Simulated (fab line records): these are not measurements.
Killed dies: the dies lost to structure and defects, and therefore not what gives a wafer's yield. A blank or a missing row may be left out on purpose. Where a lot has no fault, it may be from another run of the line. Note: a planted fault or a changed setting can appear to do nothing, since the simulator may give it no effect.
fab line records | flow sky130
record lots=13 wafers=39 last-day=50
route steps=708 shown CONTACT@421 VIA1@471 METAL3@535 METAL4@600 PAD_OPEN@708
lots with no fault: from the same line, run without faults
start-h: hours from the record's opening day to when the first of the lot's shown wafers began | wait-h: hours from the lot's prior step to this one | " unchanged from the row above | L1.1+2: a row that stands for several wafers | - value missing, or start not given | * or withheld: withheld | < > ~ a bound
route shown NAME@n: names a module that has steps shown in the file, with the first one's number in the route | usual: the fault-free wafers' mean and standard deviation | same: alike in all rows | chamber/n: place in a boat | sites: readings site by site | _std_site: the standard deviation of these | _edge_site: mean of outer sites minus mean of inner sites | radius-mm: for every site, how far away it sits from the centre of the wafer | mask NAME#n: copy n | behind: the tool/chamber that last shaped the wafer | hold: cause of the lot's hold/its duration in hours/its outcome | device: the transistor (n, p or np) that didn't switch | end of line: tests of these same wafers at the route's end | for a step that has no rows: nothing shown but its recipe | killed: the dies lost at the first sort to structure and to defects; this is not the yield of the wafer | map: per-die view of a wafer (x killed, . not killed, _ where there is no die)
set.NAME: the setting the step ran with; set.NAME@STEP: the setting that earlier step ran with | model.NAME: the simulator's own value behind a step, which no gauge read
a sample of lots followed through the steps of the route, with each step as a table and each wafer as a row
services: the hour from which a tool's chamber was out of use, counted from the record's first day as start-h (under 0 if before that day), plus the number of hours and why
## steps
# step SKY_CONTACT_OVL_MEAS_15
# usual CONTACT_OVL=-3/5.5
# columns lot.wafer tool chamber start-h wait-h CONTACT_OVL[nm]
L625.1 overlay-01 - 702.12 0.1 1
L625.4 " - " " 8
L625.6 " - " " 0
L627.2 overlay-02 - 755.60 0.1 -3
L627.3 " - " " 2
L627.6 " - " " -5
L629.2 overlay-01 - 778.70 0.1 4
L629.3 " - " " 2
L629.6 " - " " 3
L630.1 overlay-01 - 783.89 0.1 -3
L630.5 " - " " 0
L630.6 " - " " -5
L633.2 overlay-02 - 814.48 0.1 -7
L633.5 " - " " -6
L633.6 " - " " -1
L636.1 overlay-01 - 833.14 0.1 1
L636.4 " - " " -5
L636.6 " - " " -7
L641.1 overlay-02 - 876.12 0.1 -20
L641.3 " - " " -26
L641.6 " - " " -11
L640.3 overlay-01 - 879.30 0.1 4
L640.4 " - " " 0
L640.6 " - " " -1
L637.1 overlay-01 - 880.87 0.1 3
L637.3 " - " " -1
L637.5 " - " " -2
L639.1 overlay-01 - 881.22 0.1 -6
L639.3 " - " " -5
L639.5 " - " " -6
L642.2 overlay-01 - 882.73 0.1 -8
L642.3 " - " " 3
L642.4 " - " " -5
L644.1 overlay-01 - 884.19 0.1 -6
L644.3 " - " " -6
L644.6 " - " " -1
L648.1 overlay-02 - 925.64 0.1 0
L648.4 " - " " -7
L648.6 " - " " 1
# step SKY_VIA1_OVL_MEAS_13
# usual VIA1_OVL=1/5
# columns lot.wafer tool chamber start-h wait-h VIA1_OVL[nm]
L625.1 overlay-02 - 766.97 0.1 4
L625.4 " - " " 3
L625.6 " - " " -1
L627.2 overlay-01 - 807.53 0.1 1
L627.3 " - " " -8
L627.6 " - " " -4
L629.2 overlay-02 - 831.13 0.1 -2
L629.3 " - " " 1
L629.6 " - " " 1
L630.1 overlay-02 - 836.42 0.1 7
L630.5 " - " " 6
L630.6 " - " " 7
L633.2 overlay-02 - 870.08 0.1 -6
L633.5 " - " " -3
L633.6 " - " " -3
L636.1 overlay-01 - 887.17 0.1 -6
L636.4 " - " " -6
L636.6 " - " " -8
L641.1 overlay-02 - 928.53 0.1 0
L641.3 " - " " 0
L641.6 " - " " 3
L640.3 overlay-02 - 931.74 0.1 12
L640.4 " - " " 3
L640.6 " - " " 5
L637.1 overlay-02 - 934.37 0.1 1
L637.3 " - " " 5
L637.5 " - " " 3
L639.1 overlay-01 - 935.08 0.1 1
L639.3 " - " " 0
L639.5 " - " " -3
L642.2 overlay-02 - 937.08 0.1 -3
L642.3 " - " " 0
L642.4 " - " " -7
L644.1 overlay-02 - 938.37 0.1 -5
L644.3 " - " " -4
L644.6 " - " " 4
L648.1 overlay-02 - 977.77 0.1 7
L648.4 " - " " 5
L648.6 " - " " 5
# step SKY_METAL3_SPUTTER_03
# recipe material=Ti target-thk-nm=5 power-w=3000 time-s=3.3 chamber-pressure-pa=0.4
# usual chamber-pressure-pa=0.4000/0.00078 throttle-valve-pct=30.0/1.2
# columns lot.wafer tool chamber start-h wait-h chamber-pressure-pa throttle-valve-pct
L625.1 pvd-sputter-01 - 817.55 0.0 0.4008 28.8
L625.4 " - " " 0.3999 32.7
L625.6 " - " " 0.4012 28.5
L627.2 pvd-sputter-01 - 865.12 0.0 0.4003 30.0
L627.3 " - " " 0.3997 28.5
L627.6 " - " " 0.4018 30.1
L629.2 pvd-sputter-01 - 887.10 0.0 0.3996 28.6
L629.3 " - " " 0.4005 30.0
L629.6 " - " " 0.4002 28.4
L630.1 pvd-sputter-02 - 892.53 0.0 0.4006 31.4
L630.5 " - " " 0.3993 28.4
L630.6 " - " " 0.4007 30.3
L633.2 pvd-sputter-04 - 926.03 0.0 0.4009 29.7
L633.5 " - " " 0.3998 30.8
L633.6 " - " " 0.3992 29.8
L636.1 pvd-sputter-01 - 942.80 0.0 0.3988 29.6
L636.4 " - " " 0.3993 28.7
L636.6 " - " " 0.3993 32.8
L641.1 pvd-sputter-01 - 982.51 0.0 0.4005 28.4
L641.3 " - " " 0.3993 32.7
L641.6 " - " " 0.4000 28.6
L640.3 pvd-sputter-02 - 985.22 0.0 0.4011 31.6
L640.4 " - " " 0.4002 28.5
L640.6 " - " " 0.3993 29.4
L637.1 pvd-sputter-02 - 986.75 0.0 0.4007 29.3
L637.3 " - " " 0.4007 28.5
L637.5 " - " " 0.4010 30.4
L639.1 pvd-sputter-01 - 987.53 0.0 0.4377 31.3
L639.3 " - " " 0.4378 27.4
L639.5 " - " " 0.4389 28.6
L642.2 pvd-sputter-02 - 989.12 0.0 0.3986 31.5
L642.3 " - " " 0.3990 28.2
L642.4 " - " " 0.3988 29.3
L644.1 pvd-sputter-01 - 991.26 0.0 0.4394 28.5
L644.3 " - " " 0.4376 27.3
L644.6 " - " " 0.4393 31.1
L648.1 pvd-sputter-04 - 1030.48 0.0 0.4007 29.9
L648.4 " - " " 0.4003 29.3
L648.6 " - " " 0.4005 29.7
# step SKY_METAL4_SPUTTER_02
# recipe material=AlCu target-thk-nm=735 power-w=10600 time-s=39.1 chamber-pressure-pa=0.4
# usual chamber-pressure-pa=0.3999/0.00077 throttle-valve-pct=30.0/1.1
# columns lot.wafer tool chamber start-h wait-h chamber-pressure-pa throttle-valve-pct
L625.1 pvd-sputter-03 - 897.73 0.0 0.3997 30.8
L625.4 " - " " 0.3996 29.0
L625.6 " - " " 0.3992 29.0
L627.2 pvd-sputter-02 - 946.18 0.0 0.4015 31.7
L627.3 " - " " 0.3994 28.4
L627.6 " - " " 0.3994 28.7
L629.2 pvd-sputter-03 - 966.79 0.0 0.3995 29.0
L629.3 " - " " 0.4001 29.4
L629.6 " - " " 0.3998 31.0
L630.1 pvd-sputter-01 - 971.38 0.0 0.3989 30.1
L630.5 " - " " 0.4006 30.3
L630.6 " - " " 0.4001 28.8
L633.2 pvd-sputter-01 - 1003.03 0.0 0.3977 28.4
L633.5 " - " " 0.3994 30.2
L633.6 " - " " 0.3989 28.5
L636.1 pvd-sputter-02 - 1017.81 0.0 0.3992 31.7
L636.4 " - " " 0.4009 28.5
L636.6 " - " " 0.3996 28.4
L641.1 pvd-sputter-03 - 1056.67 0.0 0.4005 29.4
L641.3 " - " " 0.3993 31.1
L641.6 " - " " 0.3998 30.8
L640.3 pvd-sputter-02 - 1058.08 0.0 0.3994 31.6
L640.4 " - " " 0.3993 30.2
L640.6 " - " " 0.4005 29.4
L637.1 pvd-sputter-02 - 1059.78 0.0 0.4002 30.2
L637.3 " - " " 0.3996 28.3
L637.5 " - " " 0.3996 28.3
L639.1 pvd-sputter-02 - 1060.57 0.0 0.3987 30.2
L639.3 " - " " 0.4010 31.6
L639.5 " - " " 0.3997 29.2
L642.2 pvd-sputter-01 - 1062.53 0.0 0.4001 33.0
L642.3 " - " " 0.4006 29.6
L642.4 " - " " 0.4008 28.7
L644.1 pvd-sputter-03 - 1063.88 0.0 0.3987 29.7
L644.3 " - " " 0.3989 29.3
L644.6 " - " " 0.3982 29.5
L648.1 pvd-sputter-02 - 1098.41 0.0 0.3991 28.3
L648.4 " - " " 0.3989 29.6
L648.6 " - " " 0.4004 31.5
# step SKY_PAD_OPEN_PROBE_99
# usual defect-limited-yield=82.5/1.8 killed_at_M0_to_M3=43/6.6 killed_at_M4_up=3.2/1.8 killed-at-contacts=24/5 killed-at-front-end=15/4.5 killed-at-other=0.2/0.46 killed-dies=86/8.8 killed-on-rim=16/3.4 killed-open=48/6.6 killed-short=38/6.1 sort_bin_3_pad_short=0.8/0.42 sort_bin_5_function=10.4/1.4 sort_bin_6_memory=6.3/1 sort-n-pass=406/8.8 sort-yield-pct=82.5/1.8
# same gross-dies=492 killed-at-back-side=0 sort_bin_4_leakage[%]=0 sort_bin_8_speed[%]=0
# columns lot.wafer tool chamber start-h wait-h defect-limited-yield[%] killed_at_M0_to_M3 killed_at_M4_up killed-at-contacts killed-at-front-end killed-at-other killed-dies killed-on-rim killed-open killed-short sort_bin_3_pad_short[%] sort_bin_5_function[%] sort_bin_6_memory[%] sort-n-pass sort-yield-pct[%]
L625.1 prober-02 - 1050.73 0.1 82.3 44 6 26 11 0 87 23 43 44 0.6 10.8 6.3 405 82.3
L625.4 prober-02 - 1050.88 0.2 77.6 58 5 30 17 0 110 18 63 47 0.4 15.0 6.9 382 77.6
L625.6 prober-02 - 1050.98 0.2 80.1 50 1 27 20 0 98 19 59 39 1.4 12.6 5.9 394 80.1
L627.2 prober-02 - 1090.66 0.1 82.9 43 5 16 20 0 84 16 43 41 0.8 11.0 5.3 408 82.9
L627.3 prober-02 - 1090.71 0.2 83.5 36 2 19 24 0 81 12 55 26 1.4 8.3 6.7 411 83.5
L627.6 prober-02 - 1090.86 0.2 81.3 43 2 24 23 0 92 16 58 34 1.2 10.8 6.7 400 81.3
L629.2 prober-02 - 1107.75 0.1 83.9 35 3 23 17 1 79 16 46 33 0 11.2 4.9 413 83.9
L629.3 prober-02 - 1107.80 0.2 82.3 38 4 19 26 0 87 18 50 37 0.6 10.6 6.5 405 82.3
L629.6 prober-02 - 1107.95 0.2 81.9 45 3 28 13 0 89 14 51 38 1.2 11.0 5.9 403 81.9
L630.1 prober-01 - 1110.89 0.1 81.7 46 2 28 14 0 90 16 54 36 0.8 10.4 7.1 402 81.7
L630.5 prober-01 - 1111.09 0.2 80.1 48 2 32 16 0 98 22 55 43 0.4 12.0 7.5 394 80.1
L630.6 prober-01 - 1111.14 0.2 81.9 42 5 24 18 0 89 19 49 40 1.0 9.8 7.3 403 81.9
L633.2 prober-01 - 1136.89 0.1 82.5 46 3 21 15 1 86 18 45 41 1.4 10.4 5.7 406 82.5
L633.5 prober-01 - 1137.04 0.2 82.5 42 5 24 15 0 86 16 48 38 1.2 9.3 6.9 406 82.5
L633.6 prober-01 - 1137.09 0.2 83.9 45 3 16 14 1 79 17 47 32 0.6 7.9 7.5 413 83.9
L636.1 prober-02 - 1148.80 0.1 82.1 52 3 20 13 0 88 22 44 44 0.8 11.0 6.1 404 82.1
L636.4 prober-02 - 1148.95 0.2 80.9 41 1 24 28 0 94 19 46 48 0.6 11.0 7.5 398 80.9
L636.6 prober-02 - 1149.05 0.2 86.8 34 6 14 11 0 65 12 38 27 0.8 6.3 6.1 427 86.8
L641.1 prober-02 - 1180.43 0.1 83.7 46 3 22 9 0 80 18 46 34 0.4 10.2 5.7 412 83.7
L641.3 prober-02 - 1180.53 0.2 81.7 53 4 19 14 0 90 12 48 42 1.2 12.4 4.7 402 81.7
L641.6 prober-02 - 1180.68 0.2 84.3 42 1 24 9 1 77 12 46 31 0.8 9.6 5.3 415 84.3
L640.3 prober-01 - 1181.68 0.2 86.2 28 3 22 15 0 68 19 29 39 1.4 8.3 4.1 424 86.2
L640.4 prober-01 - 1181.73 0.2 80.5 35 0 36 25 0 96 15 53 43 0.6 12.2 6.7 396 80.5
L640.6 prober-01 - 1181.83 0.2 87.6 31 5 16 9 0 61 10 33 28 1.4 6.7 4.3 431 87.6
L637.1 prober-02 - 1182.61 0.1 82.7 39 2 32 12 0 85 21 50 35 0.8 9.6 6.9 407 82.7
L637.3 prober-02 - 1182.71 0.2 81.1 41 2 32 18 0 93 18 54 39 0.6 11.2 7.1 399 81.1
L637.5 prober-02 - 1182.81 0.2 85.6 33 1 20 17 0 71 10 43 28 1.2 9.1 4.1 421 85.6
L639.1 prober-01 - 1183.26 0.1 82.9 51 1 24 8 0 84 23 46 38 0.6 10.6 5.9 408 82.9
L639.3 prober-01 - 1183.36 0.2 79.1 52 3 30 18 0 103 18 52 51 2.0 12.0 6.9 389 79.1
L639.5 prober-01 - 1183.46 0.2 81.1 49 4 29 11 0 93 21 60 33 1.2 11.2 6.5 399 81.1
L642.2 prober-02 - 1184.86 0.1 84.8 42 0 16 17 0 75 19 39 36 1.0 9.8 4.5 417 84.8
L642.3 prober-02 - 1184.91 0.2 81.1 37 5 29 21 1 93 15 44 49 1.0 10.2 7.7 399 81.1
L642.4 prober-02 - 1184.96 0.2 82.5 36 4 30 16 0 86 17 50 36 1.2 10.8 5.5 406 82.5
L644.1 prober-02 - 1186.68 0.1 84.8 33 3 27 12 0 75 13 44 31 0.6 8.5 6.1 417 84.8
L644.3 prober-02 - 1186.78 0.2 83.9 40 2 27 10 0 79 12 45 34 0.4 8.7 6.9 413 83.9
L644.6 prober-02 - 1186.93 0.2 83.5 40 4 23 14 0 81 13 35 46 1.6 7.9 6.9 411 83.5
L648.1 prober-01 - 1211.13 0.1 85.4 37 2 22 11 0 72 16 34 38 1.0 8.1 5.5 420 85.4
L648.4 prober-01 - 1211.28 0.2 83.5 39 4 22 16 0 81 17 43 38 1.0 9.1 6.3 411 83.5
L648.6 prober-01 - 1211.38 0.2 81.9 53 3 21 12 0 89 17 44 45 1.4 11.6 5.1 403 81.9
# killed by level:class
L625.1 VIA1:geometric-particle:open=8 VIA3:geometric-particle:open=8 LOCAL_INTERCONNECT:geometric-particle:short=7 CONTACT:geometric-particle:open=7 LI_CONTACT:geometric-particle:open=6 METAL4:geometric-particle:short=6 VIA1:geometric-particle:short=5 METAL3:geometric-particle:short=5
L625.4 VIA1:geometric-particle:open=17 CONTACT:geometric-particle:open=11 VIA3:geometric-particle:open=8 FIELD_ISO:geometric-particle:short=7 CONTACT:geometric-particle:short=7 VIA2:geometric-particle:open=7 LI_CONTACT:geometric-particle:open=5 METAL2:geometric-particle:short=5
L625.6 VIA1:geometric-particle:open=13 CONTACT:geometric-particle:open=9 LI_CONTACT:geometric-particle:open=8 FIELD_ISO:geometric-particle:open=7 FIELD_ISO:geometric-particle:short=7 VIA2:geometric-particle:open=7 VIA3:geometric-particle:open=6 VIA3:geometric-particle:short=4
L627.2 VIA1:geometric-particle:open=12 METAL1:geometric-particle:short=8 VIA2:geometric-particle:open=8 FIELD_ISO:geometric-particle:open=6 FIELD_ISO:geometric-particle:short=6 CONTACT:geometric-particle:open=5 METAL2:geometric-particle:short=5 METAL4:geometric-particle:short=5
L627.3 VIA2:geometric-particle:open=12 POLY_GATE:geometric-particle:open=10 VIA3:geometric-particle:open=6 LI_CONTACT:geometric-particle:open=6 CONTACT:geometric-particle:open=6 VIA1:geometric-particle:open=6 POLY_GATE:geometric-particle:short=4 LOCAL_INTERCONNECT:geometric-particle:short=4
L627.6 VIA1:geometric-particle:open=15 CONTACT:geometric-particle:open=11 VIA2:geometric-particle:open=11 POLY_GATE:geometric-particle:short=10 FIELD_ISO:geometric-particle:open=5 METAL2:geometric-particle:short=5 LI_CONTACT:geometric-particle:open=4 POLY_GATE:geometric-particle:open=3
L629.2 VIA1:geometric-particle:open=13 CONTACT:geometric-particle:open=7 POLY_GATE:geometric-particle:open=6 VIA2:geometric-particle:short=6 POLY_GATE:geometric-particle:short=5 VIA3:geometric-particle:open=5 LI_CONTACT:geometric-particle:open=4 LI_CONTACT:geometric-particle:short=4
L629.3 FIELD_ISO:geometric-particle:open=8 VIA1:geometric-particle:open=8 METAL2:geometric-particle:short=7 VIA2:geometric-particle:open=7 LI_CONTACT:geometric-particle:open=5 FIELD_ISO:geometric-particle:short=4 POLY_GATE:geometric-particle:short=4 LI_CONTACT:geometric-particle:short=4
L629.6 VIA1:geometric-particle:open=12 LI_CONTACT:geometric-particle:open=8 CONTACT:geometric-particle:open=8 VIA2:geometric-particle:open=6 VIA1:geometric-particle:short=6 CONTACT:geometric-particle:short=5 VIA3:geometric-particle:open=5 FIELD_ISO:geometric-particle:open=4
L630.1 CONTACT:geometric-particle:open=12 VIA1:geometric-particle:open=10 VIA3:geometric-particle:open=6 VIA1:geometric-particle:short=6 VIA2:geometric-particle:open=6 CONTACT:geometric-particle:short=5 LI_CONTACT:geometric-particle:short=5 LI_CONTACT:geometric-particle:open=5
L630.5 CONTACT:geometric-particle:open=13 VIA1:geometric-particle:open=9 VIA3:geometric-particle:open=9 VIA2:geometric-particle:open=7 CONTACT:geometric-particle:short=7 METAL1:geometric-particle:short=7 VIA1:geometric-particle:short=6 LI_CONTACT:geometric-particle:open=5
L630.6 VIA1:geometric-particle:open=11 CONTACT:geometric-particle:open=9 CONTACT:geometric-particle:short=7 VIA2:geometric-particle:open=7 FIELD_ISO:geometric-particle:open=5 FIELD_ISO:geometric-particle:short=5 VIA3:geometric-particle:open=5 LI_CONTACT:geometric-particle:open=5
L633.2 VIA1:geometric-particle:open=14 CONTACT:geometric-particle:open=9 METAL1:geometric-particle:short=8 VIA3:geometric-particle:open=5 VIA1:geometric-particle:short=5 SPACER:geometric-particle:short=4 LI_CONTACT:geometric-particle:short=4 METAL2:geometric-particle:short=4
L633.5 VIA1:geometric-particle:open=9 CONTACT:geometric-particle:open=9 METAL1:geometric-particle:short=8 VIA2:geometric-particle:open=8 VIA3:geometric-particle:open=7 LOCAL_INTERCONNECT:geometric-particle:short=6 FIELD_ISO:geometric-particle:open=4 LI_CONTACT:geometric-particle:open=4
L633.6 VIA1:geometric-particle:open=11 VIA2:geometric-particle:open=9 VIA3:geometric-particle:open=7 POLY_GATE:geometric-particle:open=6 CONTACT:geometric-particle:open=6 VIA1:geometric-particle:short=5 FIELD_ISO:geometric-particle:short=4 POLY_GATE:geometric-particle:short=4
L636.1 VIA1:geometric-particle:open=12 METAL1:geometric-particle:short=10 VIA2:geometric-particle:open=9 CONTACT:geometric-particle:open=7 METAL2:geometric-particle:short=7 CONTACT:geometric-particle:short=5 POLY_GATE:geometric-particle:open=4 VIA1:geometric-particle:short=4
L636.4 CONTACT:geometric-particle:open=11 FIELD_ISO:geometric-particle:open=9 POLY_GATE:geometric-particle:short=9 VIA3:geometric-particle:short=8 VIA1:geometric-particle:open=8 CONTACT:geometric-particle:short=6 LI_CONTACT:geometric-particle:open=4 METAL1:geometric-particle:short=4
L636.6 VIA1:geometric-particle:open=7 CONTACT:geometric-particle:open=7 VIA3:geometric-particle:open=6 VIA2:geometric-particle:open=6 METAL4:geometric-particle:short=5 METAL1:geometric-particle:short=5 FIELD_ISO:geometric-particle:open=4 LOCAL_INTERCONNECT:geometric-particle:short=3
L641.1 VIA1:geometric-particle:open=13 CONTACT:geometric-particle:open=8 VIA2:geometric-particle:open=7 FIELD_ISO:geometric-particle:open=6 LI_CONTACT:geometric-particle:open=6 VIA2:geometric-particle:short=6 METAL2:geometric-particle:short=5 CONTACT:geometric-particle:short=4
L641.3 VIA3:geometric-particle:open=14 VIA1:geometric-particle:open=10 CONTACT:geometric-particle:open=9 FIELD_ISO:geometric-particle:short=7 METAL2:geometric-particle:short=7 VIA1:geometric-particle:short=5 LI_CONTACT:geometric-particle:open=4 METAL3:geometric-particle:short=4
L641.6 VIA1:geometric-particle:open=12 CONTACT:geometric-particle:open=9 VIA3:geometric-particle:open=7 METAL1:geometric-particle:short=5 LI_CONTACT:geometric-particle:open=5 LOCAL_INTERCONNECT:geometric-particle:short=4 CONTACT:geometric-particle:short=4 VIA1:geometric-particle:short=4
L640.3 CONTACT:geometric-particle:open=8 CONTACT:geometric-particle:short=6 METAL2:geometric-particle:short=6 FIELD_ISO:geometric-particle:short=4 VIA1:geometric-particle:open=4 POLY_GATE:geometric-particle:short=4 LI_CONTACT:geometric-particle:open=4 VIA3:geometric-particle:open=4
L640.4 CONTACT:geometric-particle:open=14 FIELD_ISO:geometric-particle:short=9 VIA3:geometric-particle:open=9 LI_CONTACT:geometric-particle:open=8 VIA1:geometric-particle:open=8 CONTACT:geometric-particle:short=6 METAL1:geometric-particle:short=6 LOCAL_INTERCONNECT:geometric-particle:short=5
L640.6 CONTACT:geometric-particle:open=9 VIA2:geometric-particle:open=6 METAL2:geometric-particle:short=5 VIA3:geometric-particle:open=4 METAL4:geometric-particle:short=4 LI_CONTACT:geometric-particle:open=3 METAL1:geometric-particle:short=3 VIA1:geometric-particle:short=3
L637.1 CONTACT:geometric-particle:open=12 LI_CONTACT:geometric-particle:open=9 VIA1:geometric-particle:open=9 LOCAL_INTERCONNECT:geometric-particle:short=5 CONTACT:geometric-particle:short=5 METAL1:geometric-particle:short=5 VIA3:geometric-particle:open=5 METAL1:geometric-particle:open=4
L637.3 VIA1:geometric-particle:open=14 CONTACT:geometric-particle:open=8 LI_CONTACT:geometric-particle:open=8 FIELD_ISO:geometric-particle:open=6 FIELD_ISO:geometric-particle:short=6 LOCAL_INTERCONNECT:geometric-particle:short=6 LI_CONTACT:geometric-particle:short=5 METAL1:geometric-particle:short=5
L637.5 CONTACT:geometric-particle:open=11 VIA2:geometric-particle:open=9 FIELD_ISO:geometric-particle:open=6 METAL1:geometric-particle:short=6 FIELD_ISO:geometric-particle:short=5 VIA1:geometric-particle:open=5 POLY_GATE:geometric-particle:open=4 VIA1:geometric-particle:short=4
L639.1 CONTACT:geometric-particle:open=10 VIA1:geometric-particle:short=8 LI_CONTACT:geometric-particle:open=8 VIA1:geometric-particle:open=8 VIA2:geometric-particle:open=7 METAL1:geometric-particle:open=5 METAL1:geometric-particle:short=5 METAL2:geometric-particle:short=5
L639.3 CONTACT:geometric-particle:open=12 VIA1:geometric-particle:open=10 METAL2:geometric-particle:short=7 VIA2:geometric-particle:open=7 CONTACT:geometric-particle:short=7 VIA3:geometric-particle:open=7 VIA1:geometric-particle:short=6 POLY_GATE:geometric-particle:short=5
L639.5 CONTACT:geometric-particle:open=12 VIA2:geometric-particle:open=12 VIA1:geometric-particle:open=11 LI_CONTACT:geometric-particle:open=10 METAL1:geometric-particle:short=6 METAL2:geometric-particle:short=5 FIELD_ISO:geometric-particle:open=4 POLY_GATE:geometric-particle:open=4
L642.2 VIA3:geometric-particle:open=9 VIA1:geometric-particle:short=7 VIA1:geometric-particle:open=7 FIELD_ISO:geometric-particle:short=6 LI_CONTACT:geometric-particle:open=6 CONTACT:geometric-particle:open=5 POLY_GATE:geometric-particle:short=4 POLY_GATE:geometric-particle:open=4
L642.3 LI_CONTACT:geometric-particle:open=10 METAL1:geometric-particle:short=7 CONTACT:geometric-particle:open=7 FIELD_ISO:geometric-particle:open=6 CONTACT:geometric-particle:short=6 VIA3:geometric-particle:open=6 VIA1:geometric-particle:short=5 VIA1:geometric-particle:open=5
L642.4 CONTACT:geometric-particle:open=10 CONTACT:geometric-particle:short=9 VIA2:geometric-particle:open=9 VIA1:geometric-particle:open=8 POLY_GATE:geometric-particle:open=7 LI_CONTACT:geometric-particle:open=6 VIA1:geometric-particle:short=5 FIELD_ISO:geometric-particle:open=4
L644.1 VIA1:geometric-particle:open=9 CONTACT:geometric-particle:open=7 LI_CONTACT:geometric-particle:open=6 LI_CONTACT:geometric-particle:short=5 METAL2:geometric-particle:short=5 FIELD_ISO:geometric-particle:open=4 CONTACT:geometric-particle:short=4 METAL1:geometric-particle:short=4
L644.3 VIA1:geometric-particle:open=10 CONTACT:geometric-particle:open=8 LI_CONTACT:geometric-particle:open=7 LOCAL_INTERCONNECT:geometric-particle:short=6 VIA3:geometric-particle:open=6 METAL2:geometric-particle:short=5 METAL3:geometric-particle:short=4 METAL1:geometric-particle:short=3
L644.6 LOCAL_INTERCONNECT:geometric-particle:short=8 VIA1:geometric-particle:open=7 METAL2:geometric-particle:short=7 CONTACT:geometric-particle:open=6 FIELD_ISO:geometric-particle:open=5 CONTACT:geometric-particle:short=5 METAL1:geometric-particle:short=5 VIA3:geometric-particle:short=5
L648.1 VIA1:geometric-particle:open=8 CONTACT:geometric-particle:open=7 METAL2:geometric-particle:short=6 VIA2:geometric-particle:open=6 LI_CONTACT:geometric-particle:open=5 POLY_GATE:geometric-particle:short=5 CONTACT:geometric-particle:short=5 METAL1:geometric-particle:short=5
L648.4 VIA1:geometric-particle:open=11 CONTACT:geometric-particle:open=10 VIA3:geometric-particle:open=6 METAL2:geometric-particle:short=5 VIA2:geometric-particle:open=5 LI_CONTACT:geometric-particle:short=4 LI_CONTACT:geometric-particle:open=4 METAL4:geometric-particle:short=4
L648.6 METAL2:geometric-particle:short=11 VIA3:geometric-particle:open=7 VIA2:geometric-particle:open=7 VIA3:geometric-particle:short=6 FIELD_ISO:geometric-particle:open=5 LI_CONTACT:geometric-particle:short=5 CONTACT:geometric-particle:open=5 METAL2:geometric-particle:open=5
## services
# columns tool chamber start-h hours kind
pvd-sputter-02 - 798.59 4.2 repair
pvd-sputter-01 - 808.68 3.4 repair
pvd-sputter-01 - 828.97 0.7 repair
pvd-sputter-04 - 945.82 4.4 repair
pvd-sputter-04 - 962.53 1.0 repair
pvd-sputter-02 - 974.43 3.5 repair
pvd-sputter-03 - 977.65 3.0 repair
pvd-sputter-02 - 980.73 1.7 repair
pvd-sputter-04 - 1006.43 4.6 repair
pvd-sputter-02 - 1018.61 3.8 repair
pvd-sputter-04 - 1058.58 2.6 repair
pvd-sputter-04 - 1064.15 0.6 repair
## key
first-sign step=SKY_METAL3_SPUTTER_03 reading=chamber-pressure-pa direction=up sigmas=49 usual=0.4000 struck=0.4384
effect none on later readings
met-at SKY_METAL3_SPUTTER_03
struck-lots L639,L644
not-acting-at SKY_CONTACT_OVL_MEAS_15,SKY_VIA1_OVL_MEAS_13,SKY_METAL4_SPUTTER_02
onset-between 982.51 987.53
fault kind=process-parameter-drift tool=pvd-sputter-01 chamber=- onset-h=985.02 steps=SKY_METAL3_SPUTTER_03 channel=chamber-pressure-pa offset=0.038573 shape=step end-h=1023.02 acts-in=these-recipes-only stated=0.4
